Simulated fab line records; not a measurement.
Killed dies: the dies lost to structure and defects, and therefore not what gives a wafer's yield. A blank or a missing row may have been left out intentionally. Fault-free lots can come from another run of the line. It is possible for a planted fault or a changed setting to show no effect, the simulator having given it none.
A single fault, viewed from 2 desks || flow sky130 || numbers are kept per desk, each desk with only its own; the story behind them comes last

== THE METROLOGY DESK ==
Lot by lot, what the gauges showed, no matter which tool ran the lot: averages of those sampled wafers that carry a number. The brackets show how far a lot's mean lies from the usual mean; more than 4 standard deviations puts the lot out of limits, marked OUT.
Columns: A = cd-nm at SKY_POLY_GATE_CD_MEAS_13, usual 150.5 nm; B = LDD_P_OVL at SKY_LDD_P_OVL_MEAS_08, usual 0.7 nm; C = cd-nm at SKY_SD_N_CD_MEAS_07, usual 379.5 nm
{"lot": "L677", "first seen here": "day 16 10:50", "A": 150.0, "B": 1.0, "C": 378.9}
{"lot": "L678", "first seen here": "day 16 17:47", "A": 149.9, "B": 1.2, "C": 380.2}
{"lot": "L679", "first seen here": "day 17 01:22", "A": 148.7, "B": 1.5, "C": 380.4}
{"lot": "L681", "first seen here": "day 17 23:27", "A": 152.6, "B": 0.7, "C": 379.9}
{"lot": "L683", "first seen here": "day 18 14:01", "A": 152.0, "B": 0.3, "C": 379.8}
{"lot": "L684", "first seen here": "day 19 00:43", "A": 148.6, "B": 0.1, "C": 377.8}
{"lot": "L687", "first seen here": "day 19 22:34", "A": 149.5, "B": 0.4, "C": "391.9 (+4.4) OUT"}
{"lot": "L691", "first seen here": "day 21 15:35", "A": 150.5, "B": 0.6, "C": 386.4}
{"lot": "L692", "first seen here": "day 22 05:28", "A": 151.7, "B": 1.6, "C": 377.6}
{"lot": "L694", "first seen here": "day 22 22:25", "A": 151.4, "B": -0.3, "C": 380.7}
{"lot": "L697", "first seen here": "day 24 00:43", "A": 151.8, "B": 2.3, "C": 380.4}
{"lot": "L699", "first seen here": "day 24 10:32", "A": 150.6, "B": 0.5, "C": 382.6}
{"lot": "L700", "first seen here": "day 24 17:11", "A": 151.4, "B": -0.6, "C": 379.7}
This desk's finding: out of limits on L687; first on L687, day 31 06:49 (cd-nm at SKY_SD_N_CD_MEAS_07). L677, L678, L679, L681, L683, L684, L691, L692, L694, L697, L699, L700: within limits.

== AT THE TOOL OWNER'S DESK: litho-track-04 ==
The tool's own readings at SKY_SD_N_DEVELOP_06 (develop time 60 s): means of the sampled wafers that have a number, for each lot that ran on this tool. The brackets show how far a lot's mean lies from the usual mean; more than 4 standard deviations puts the lot out of limits, marked OUT.
Columns: A = developer-temp-C at SKY_SD_N_DEVELOP_06, usual 22.99 C
{"lot": "L677", "first seen here": "day 27 21:43", "A": 23.08}
{"lot": "L678", "first seen here": "day 28 04:29", "A": 23.07}
{"lot": "L679", "first seen here": "day 28 11:25", "A": 22.96}
{"lot": "L683", "first seen here": "day 29 22:58", "A": 22.92}
{"lot": "L687", "first seen here": "day 31 06:40", "A": "20.72 (-23) OUT"}
{"lot": "L691", "first seen here": "day 32 12:58", "A": "20.69 (-23) OUT"}
This desk's finding: out of limits on L687, L691; first on L687, day 31 06:40 (developer-temp-C at SKY_SD_N_DEVELOP_06). L677, L678, L679, L683: within limits.

== ALL TOGETHER ==
On L687, L691, at day 31 06:40, an alarm was possible from the tool owner's desk.
An alarm was possible from the metrology desk at day 31 06:49, on L687.
The metrology desk holds a record of L691, inside its limits.
The lots listed all ran SKY_SD_N_DEVELOP_06 on litho-track-04.

== WHAT WAS PUT IN BY THE SIMULATOR ==
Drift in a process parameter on litho-track-04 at SKY_SD_N_DEVELOP_06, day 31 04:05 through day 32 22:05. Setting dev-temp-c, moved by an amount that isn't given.
Struck lots among those shown: L687, L691.
Delay (hours) between the fault's onset and each desk's first out-of-limits reading: 3 at the tool owner's desk, 3 at the metrology desk.
